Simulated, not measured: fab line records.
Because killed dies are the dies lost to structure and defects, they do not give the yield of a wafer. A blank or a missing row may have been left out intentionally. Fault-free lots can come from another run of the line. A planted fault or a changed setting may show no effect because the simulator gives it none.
fab line records | flow gf180mcu
record: lots: 12 wafers: 36 last_day: 34
route steps=602 shown PSD@257 M1@321 V1@336
lots that met no fault: from a run of the same line without faults
start_h: hours from the record's opening day to when the first of the lot's shown wafers began | wait_h: how many hours have passed since the lot's step before this one | " same as the row above | L1.1+2: a single row standing in for several wafers | - either no value or no given start | * or withheld: withheld | < > ~ a bound
route shown NAME@n: a module of which the file shows steps, and the number in the route of the first | usual: mean and standard deviation over wafers with no fault | same: alike in all rows | chamber/n: place in a boat | sites: readings site by site | _std_site: how widely they spread, as a standard deviation | _edge_site: mean of outer sites minus mean of inner sites | radius_mm: how far each site lies from the wafer's centre | mask NAME#n: copy n | behind: the last tool/chamber to shape the wafer | hold: why the lot went on hold/how many hours it stayed there/how the hold came to an end | device: whichever transistor did not switch (one of n, p or np) | end of line: at the end of the route, the tests of the same wafers | a step with no rows: only its recipe | killed: at the first sort, the dies lost to defects and structure; wafer yield is something else | map: shows each die of a wafer: x if killed, . if not, _ if none is there
set.NAME: the setting as run; set.NAME@STEP: as run at that earlier step | model.NAME: the simulator's own value behind a step, which no gauge read
the route's steps for a sample of lots (tables are steps, rows are wafers)
services: a tool's chamber out of use, with start hour (start_h, from the record's first day; less than 0 if before it), hours out, and reason
== steps ==
step: GF_PSD_IMPLANT_09
recipe: species: BF2 energy_kev: 40 dose_cm2: 1.5e+15 tilt_deg: 7
usual: faraday_current_uA: 8224/160
columns lot.wafer tool chamber start_h wait_h faraday_current_uA
L608.3 implanter-03 0 319.26 0.1 8266
L608.4 " 0 " " 8230
L608.5 " 0 " " 8321
L613.2 implanter-04 0 357.11 0.1 8284
L613.3 " 0 " " 8364
L613.5 " 0 " " 8485
L615.1 implanter-03 0 376.40 0.0 8398
L615.2 " 0 " " 8342
L615.6 " 0 " " 7890
L617.1 implanter-04 0 393.66 0.0 7939
L617.2 " 0 " " 8157
L617.3 " 0 " " 8177
L618.1 implanter-03 0 404.20 0.0 8506
L618.3 " 0 " " 8417
L618.4 " 0 " " 8250
L619.3 implanter-03 0 408.05 0.1 8235
L619.4 " 0 " " 8142
L619.6 " 0 " " 8284
L619.3 implanter-03 0 408.37 0.3 8219
L619.4 " 0 " " 8257
L619.6 " 0 " " 8180
L620.1 implanter-04 0 422.25 0.0 8421
L620.4 " 0 " " 8376
L620.5 " 0 " " 8311
L621.3 implanter-02 0 422.66 0.1 8263
L621.4 " 0 " " 8218
L621.6 " 0 " " 8382
L622.1 implanter-02 0 452.21 0.0 8126
L622.4 " 0 " " 8329
L622.5 " 0 " " 8373
L623.3 implanter-03 0 464.96 0.1 7861
L623.4 " 0 " " 8158
L623.5 " 0 " " 8224
L623.3 implanter-03 0 465.28 0.3 8123
L623.4 " 0 " " 8130
L623.5 " 0 " " 8478
L627.2 implanter-03 0 472.88 0.0 8227
L627.5 " 0 " " 8419
L627.6 " 0 " " 8390
L627.2 implanter-03 0 473.19 0.3 8361
L627.5 " 0 " " 8508
L627.6 " 0 " " 8071
L631.1 implanter-02 0 522.46 0.0 8159
L631.2 " 0 " " 8190
L631.5 " 0 " " 8258
step: GF_PSD_STRIP_10
recipe: chemistry: O2/N2 power_w: 1400 pressure_mtorr: 1500 platen_temp_c: 250 o2_flow_sccm: 3000 n2_flow_sccm: 300 overash_fraction: 0.5
usual: drypump_motor_current_A: 5.6/0.48 heater_power_w: 337/32 oes_product_au: 0.592/0.0044 strip_time_to_endpoint_s: 16.53/0.036
columns lot.wafer tool chamber start_h wait_h drypump_motor_current_A heater_power_w oes_product_au rf_hours_counter_h strip_time_to_endpoint_s
L608.3 plasma_asher-01 0 319.40 0.1 5.1 352 0.601 - 16.54
L608.4 " 1 " " 5.0 380 0.586 - 16.53
L608.5 " 1 " " 5.0 381 0.584 - 16.55
L613.2 plasma_asher-04 1 357.36 0.2 6.4 339 0.589 68 16.47
L613.3 " 1 " " 6.4 340 0.592 - 16.52
L613.5 " 1 " " 6.4 346 0.596 - 16.52
L615.1 plasma_asher-04 0 376.55 0.1 5.7 328 0.588 69 16.54
L615.2 " 1 " " 6.4 348 0.592 69 16.55
L615.6 " 0 " " 5.7 317 0.598 - 16.52
L617.1 plasma_asher-01 1 393.81 0.1 5.0 391 0.590 60 16.48
L617.2 " 0 " " 5.1 356 0.586 60 16.50
L617.3 " 1 " " 5.0 362 0.596 - 16.51
L618.1 plasma_asher-01 1 404.35 0.1 5.0 380 0.591 61 16.50
L618.3 " 0 " " 5.1 344 0.598 - 16.47
L618.4 " 1 " " 5.0 381 0.594 - 16.52
L619.3 plasma_asher-01 1 408.50 0.1 5.0 377 0.553 - 18.86
L619.4 " 0 " " 5.1 354 0.547 - 18.88
L619.6 " 1 " " 5.0 376 0.549 - 18.84
L620.1 plasma_asher-02 0 422.40 0.1 5.6 273 0.595 32 16.52
L620.4 " 0 " " 5.6 272 0.596 - 16.59
L620.5 " 0 " " 5.5 280 0.591 - 16.56
L621.3 plasma_asher-01 0 422.80 0.1 5.1 350 0.601 - 16.48
L621.4 " 1 " " 5.0 380 0.600 - 16.49
L621.6 " 1 " " 5.0 376 0.595 - 16.46
L622.1 plasma_asher-02 0 452.36 0.1 5.6 274 0.590 36 16.48
L622.4 " 0 " " 5.6 281 0.588 - 16.46
L622.5 " 1 " " 5.8 342 0.593 - 16.47
L623.3 plasma_asher-04 1 465.41 0.1 6.4 324 0.537 - 18.88
L623.4 " 0 " " 5.7 328 0.556 - 18.92
L623.5 " 1 " " 6.5 333 0.538 - 18.90
L627.2 plasma_asher-02 1 473.32 0.1 5.7 332 0.552 37 18.90
L627.5 " 0 " " 5.6 272 0.556 - 18.92
L627.6 " 1 " " 5.7 342 0.547 - 18.93
L631.1 plasma_asher-04 0 522.61 0.1 5.7 332 0.583 9 16.57
L631.2 " 1 " " 6.4 322 0.596 9 16.57
L631.5 " 1 " " 6.4 323 0.590 - 16.57
step: GF_PSD_TW_MEAS_11
usual: PSD_TW: 3195/21
columns lot.wafer tool chamber start_h wait_h PSD_TW
L608.3 film_metro-01 - 319.48 0.1 3167
L608.4 " - " " 3173
L608.5 " - " " 3165
L613.2 film_metro-04 - 357.47 0.1 3201
L613.3 " - " " 3201
L613.5 " - " " 3208
L615.1 film_metro-04 - 376.65 0.1 3193
L615.2 " - " " 3212
L615.6 " - " " 3213
L617.1 film_metro-04 - 393.91 0.1 3196
L617.2 " - " " 3200
L617.3 " - " " 3216
L618.1 film_metro-03 - 404.45 0.1 3207
L618.3 " - " " 3189
L618.4 " - " " 3197
L619.3 film_metro-03 - 408.59 0.1 3617
L619.4 " - " " 3633
L619.6 " - " " 3600
L620.1 film_metro-04 - 422.50 0.1 3221
L620.4 " - " " 3242
L620.5 " - " " 3214
L621.3 film_metro-04 - 422.88 0.1 3225
L621.4 " - " " 3204
L621.6 " - " " 3220
L622.1 film_metro-03 - 452.46 0.1 3164
L622.4 " - " " 3164
L622.5 " - " " 3167
L623.3 film_metro-04 - 465.50 0.1 3586
L623.4 " - " " 3607
L623.5 " - " " 3587
L627.2 film_metro-04 - 473.43 0.1 3610
L627.5 " - " " 3612
L627.6 " - " " 3621
L631.1 film_metro-01 - 522.71 0.1 3180
L631.2 " - " " 3180
L631.5 " - " " 3172
step: GF_PSD_RS_MEAS_15
recipe: thk_meas_gauge: four-point-probe
usual: PSD_RS: 108.62/0.27
columns lot.wafer tool chamber start_h wait_h PSD_RS[ohm/sq]
L608.3 film_metro-03 - 319.82 0.1 108.20
L608.4 " - " " 108.42
L608.5 " - " " 108.23
L613.2 film_metro-03 - 357.79 0.1 108.67
L613.3 " - " " 108.73
L613.5 " - " " 108.71
L615.1 film_metro-01 - 377.05 0.1 107.85
L615.2 " - " " 108.22
L615.6 " - " " 108.42
L617.1 film_metro-03 - 394.22 0.1 108.59
L617.2 " - " " 108.53
L617.3 " - " " 108.72
L618.1 film_metro-04 - 404.77 0.1 108.93
L618.3 " - " " 109.13
L618.4 " - " " 108.70
L619.3 film_metro-01 - 409.04 0.1 97.97
L619.4 " - " " 98.53
L619.6 " - " " 98.26
L620.1 film_metro-03 - 422.82 0.1 108.61
L620.4 " - " " 108.36
L620.5 " - " " 108.75
L621.3 film_metro-04 - 423.22 0.1 108.81
L621.4 " - " " 109.21
L621.6 " - " " 108.86
L622.1 film_metro-04 - 452.77 0.1 109.00
L622.4 " - " " 108.94
L622.5 " - " " 108.98
L623.3 film_metro-01 - 465.94 0.1 97.59
L623.4 " - " " 97.98
L623.5 " - " " 97.65
L627.2 film_metro-03 - 473.76 0.1 97.97
L627.5 " - " " 97.93
L627.6 " - " " 98.32
L631.1 film_metro-03 - 523.03 0.1 108.81
L631.2 " - " " 108.58
L631.5 " - " " 108.47
step: GF_M1_THK_MEAS_06
recipe: thk_meas_gauge: xrf reads: AlCu_of_M1_SPUTTER_02
usual: M1_ALCU_THK: 444/4.8
columns lot.wafer tool chamber start_h wait_h M1_ALCU_THK[nm]
L608.3 film_metro-04 - 366.71 0.1 446
L608.4 " - " " 450
L608.5 " - " " 453
L613.2 film_metro-03 - 405.80 0.1 445
L613.3 " - " " 454
L613.5 " - " " 446
L615.1 film_metro-03 - 427.85 0.1 440
L615.2 " - " " 436
L615.6 " - " " 444
L617.1 film_metro-03 - 445.75 0.1 442
L617.2 " - " " 438
L617.3 " - " " 443
L618.1 film_metro-03 - 456.60 0.1 449
L618.3 " - " " 443
L618.4 " - " " 446
L619.3 film_metro-04 - 460.11 0.1 447
L619.4 " - " " 443
L619.6 " - " " 447
L620.1 film_metro-04 - 474.49 0.1 451
L620.4 " - " " 451
L620.5 " - " " 454
L621.3 film_metro-01 - 475.51 0.1 447
L621.4 " - " " 444
L621.6 " - " " 443
L622.1 film_metro-03 - 505.19 0.1 436
L622.4 " - " " 440
L622.5 " - " " 439
L623.3 film_metro-03 - 516.79 0.1 438
L623.4 " - " " 436
L623.5 " - " " 431
L627.2 film_metro-01 - 524.49 0.1 445
L627.5 " - " " 452
L627.6 " - " " 453
L631.1 film_metro-03 - 572.00 0.1 446
L631.2 " - " " 444
L631.5 " - " " 444
step: GF_V1_THK_MEAS_01
recipe: reads: SiO2_of_V1_CVD_00
usual: V1_CVD_00_THK: 600/5.4
columns lot.wafer tool chamber start_h wait_h V1_CVD_00_THK[nm]
L608.3 film_metro-01 - 390.76 0.1 599
L608.4 " - " " 599
L608.5 " - " " 606
L613.2 film_metro-03 - 430.40 0.0 602
L613.3 " - " " 594
L613.5 " - " " 594
L615.1 film_metro-01 - 453.25 0.0 591
L615.2 " - " " 590
L615.6 " - " " 593
L617.1 film_metro-03 - 470.70 0.0 603
L617.2 " - " " 613
L617.3 " - " " 614
L618.1 film_metro-03 - 481.50 0.0 603
L618.3 " - " " 599
L618.4 " - " " 598
L619.3 film_metro-03 - 485.62 0.1 603
L619.4 " - " " 606
L619.6 " - " " 604
L620.1 film_metro-03 - 498.99 0.0 607
L620.4 " - " " 601
L620.5 " - " " 601
L621.3 film_metro-02 - 500.62 0.1 603
L621.4 " - " " 591
L621.6 " - " " 601
L622.1 film_metro-01 - 528.74 0.0 598
L622.4 " - " " 598
L622.5 " - " " 602
L623.3 film_metro-03 - 540.40 0.1 601
L623.4 " - " " 601
L623.5 " - " " 599
L627.2 film_metro-02 - 548.61 0.0 605
L627.5 " - " " 604
L627.6 " - " " 607
L631.1 film_metro-01 - 593.94 0.0 599
L631.2 " - " " 597
L631.5 " - " " 590
step: GF_V1_SPUTTER_21
recipe: material: Ti target_thk_nm: 15 chamber_pressure_pa: 5 power_w: 2500 substrate_temp_c: 200 time_s: 80.02
usual: throttle_valve_pct: 30.8/0.93
same: time_s: 80.02
columns lot.wafer tool chamber start_h wait_h throttle_valve_pct
L608.3 pvd_sputter-02 - 416.02 0.0 29.7
L608.4 " - " " 30.5
L608.5 " - " " 30.6
L613.2 pvd_sputter-01 - 456.32 0.0 30.2
L613.3 " - " " 30.1
L613.5 " - " " 30.1
L615.1 pvd_sputter-01 - 479.42 0.0 33.3
L615.2 " - " " 31.3
L615.6 " - " " 31.7
L617.1 pvd_sputter-01 - 496.58 0.0 30.3
L617.2 " - " " 33.0
L617.3 " - " " 31.2
L618.1 pvd_sputter-01 - 506.32 0.0 30.0
L618.3 " - " " 33.3
L618.4 " - " " 30.3
L619.3 pvd_sputter-01 - 510.46 0.0 30.3
L619.4 " - " " 31.2
L619.6 " - " " 30.0
L620.1 pvd_sputter-01 - 524.21 0.0 31.2
L620.4 " - " " 33.3
L620.5 " - " " 30.3
L621.3 pvd_sputter-02 - 526.07 0.0 31.2
L621.4 " - " " 30.4
L621.6 " - " " 31.1
L622.1 pvd_sputter-01 - 553.12 0.0 30.3
L622.4 " - " " 30.2
L622.5 " - " " 33.1
L623.3 pvd_sputter-04 - 564.33 0.0 31.4
L623.4 " - " " 29.9
L623.5 " - " " 29.8
L627.2 pvd_sputter-04 - 573.11 0.0 30.9
L627.5 " - " " 30.9
L627.6 " - " " 31.2
L631.1 pvd_sputter-02 - 616.16 0.0 30.0
L631.2 " - " " 30.2
L631.5 " - " " 30.6
== services ==
columns tool chamber start_h hours kind
pvd_sputter-01 - 295.76 2.5 repair
pvd_sputter-01 - 299.73 0.7 repair
pvd_sputter-04 - 331.40 0.6 repair
pvd_sputter-04 - 353.89 1.1 repair
pvd_sputter-02 - 386.39 4.0 repair
implanter-02 - 397.09 1.0 repair
plasma_asher-04 - 398.36 15.6 pm
plasma_asher-04 - 415.72 1.8 repair
pvd_sputter-01 - 419.55 6.0 repair
plasma_asher-04 - 421.25 9.0 pm
implanter-03 - 438.05 2.8 repair
implanter-02 - 444.10 3.2 repair
plasma_asher-02 - 453.75 5.5 repair
implanter-04 - 460.10 28.7 pm
implanter-03 - 485.70 1.1 repair
implanter-04 - 497.92 3.4 pm
pvd_sputter-02 - 503.50 1.7 repair
implanter-04 - 511.43 2.7 repair
implanter-03 - 527.98 1.7 repair
plasma_asher-02 - 548.35 5.4 repair
pvd_sputter-02 - 580.93 1.2 repair
implanter-03 - 584.50 4.9 repair
pvd_sputter-02 - 587.65 4.8 repair
implanter-03 - 596.29 13.3 repair
== key ==
first_sign: step: GF_PSD_IMPLANT_09 reading: visit direction: added
effect: step: GF_PSD_STRIP_10 reading: strip_time_to_endpoint_s direction: up sigmas: 66 usual: * struck: *
effect: step: GF_PSD_TW_MEAS_11 reading: PSD_TW direction: up sigmas: 20 usual: 3195 struck: 3608
effect: step: GF_PSD_RS_MEAS_15 reading: PSD_RS direction: down sigmas: 39 usual: 108.62 struck: 98.02
met_at GF_PSD_IMPLANT_09
struck_lots L619,L623,L627
tester_left_out L619,L623,L627
not_acting_at GF_M1_THK_MEAS_06,GF_V1_THK_MEAS_01,GF_V1_SPUTTER_21
fault: kind: repeated_step_whole tool: implanter-02,implanter-03,implanter-04 chamber: - onset_h: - steps: GF_PSD_IMPLANT_09 times: 1 scope: struck_lots_only
tester_left_out: of these lots the tester's yield and bins aren't shown, on N5 and GAA mostly nor the transistor test; their killed dies are dies lost to structure and defects alone, not to doping, threshold or leakage, so they don't give the yield
